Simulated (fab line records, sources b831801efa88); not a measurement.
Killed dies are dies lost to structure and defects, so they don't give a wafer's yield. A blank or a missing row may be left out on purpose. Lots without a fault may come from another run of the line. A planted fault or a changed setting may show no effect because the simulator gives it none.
One fault seen from 2 desks | flow gf180mcu | each desk has only its own numbers; what lay behind them comes last

THE METROLOGY DESK
What the gauges read, lot by lot, whatever tool the lot ran on: means of the sampled wafers that have a number. A lot is out of limits, marked OUT, if its mean lies more than 4 standard deviations from the usual mean; the brackets give that distance.
Columns: A = STI_OXIDATION_THK at GF_STI_THK_MEAS_02, usual 9.95 nm; B = STI_CVD_03_THK at GF_STI_THK_MEAS_04, usual 206.4 nm; C = cd_nm at GF_STI_CD_MEAS_12, usual 219.7 nm
lot  | first seen here | A     | B     | C
L119 | day 1 11:31     | 9.90  | 208.0 | 219.3
L128 | day 3 08:31     | 10.01 | 204.8 | 221.0
L132 | day 4 04:31     | 9.91  | 207.7 | 220.0
L137 | day 5 11:27     | 10.14 | 203.7 | 220.5
L139 | day 5 17:31     | 9.88  | 205.5 | 218.9
L141 | day 6 02:10     | 9.99  | 206.3 | 221.0
This desk's finding: nothing out of limits on any of the 6 lots.

THE TOOL OWNER'S DESK: rie_si-02
The tool's own readings at GF_STI_ETCH_14 (etches Si in HBr/Cl2/O2, target depth 360 nm, time 102.9 s): means of the sampled wafers that have a number, for each lot that ran on this tool. A lot is out of limits, marked OUT, if its mean lies more than 4 standard deviations from the usual mean; the brackets give that distance.
Columns: A = chamber_pressure_mTorr at GF_STI_ETCH_14, usual 15.000 mTorr; B = drypump_motor_current_A at GF_STI_ETCH_14, usual 5.71 A; C = oes_product_au at GF_STI_ETCH_14, usual 1.002 a.u.; D = throttle_valve_pct at GF_STI_ETCH_14, usual 25.655 %
lot  | first seen here | A      | B    | C     | D
L119 | day 2 01:17     | 15.014 | 5.94 | 1.015 | 25.636
L128 | day 4 00:11     | 14.992 | 5.82 | 1.018 | 25.652
L132 | day 4 19:44     | 15.006 | 5.61 | 1.008 | 25.650
L137 | day 6 04:23     | 15.005 | 5.78 | 1.066 | 25.624
L141 | day 6 18:44     | 15.009 | 5.66 | 1.048 | 25.631
This desk's finding: nothing out of limits on any of the 5 lots.

PUT TOGETHER
The metrology desk saw nothing out of limits.
The tool owner's desk saw nothing out of limits.

WHAT THE SIMULATOR HAD PUT IN
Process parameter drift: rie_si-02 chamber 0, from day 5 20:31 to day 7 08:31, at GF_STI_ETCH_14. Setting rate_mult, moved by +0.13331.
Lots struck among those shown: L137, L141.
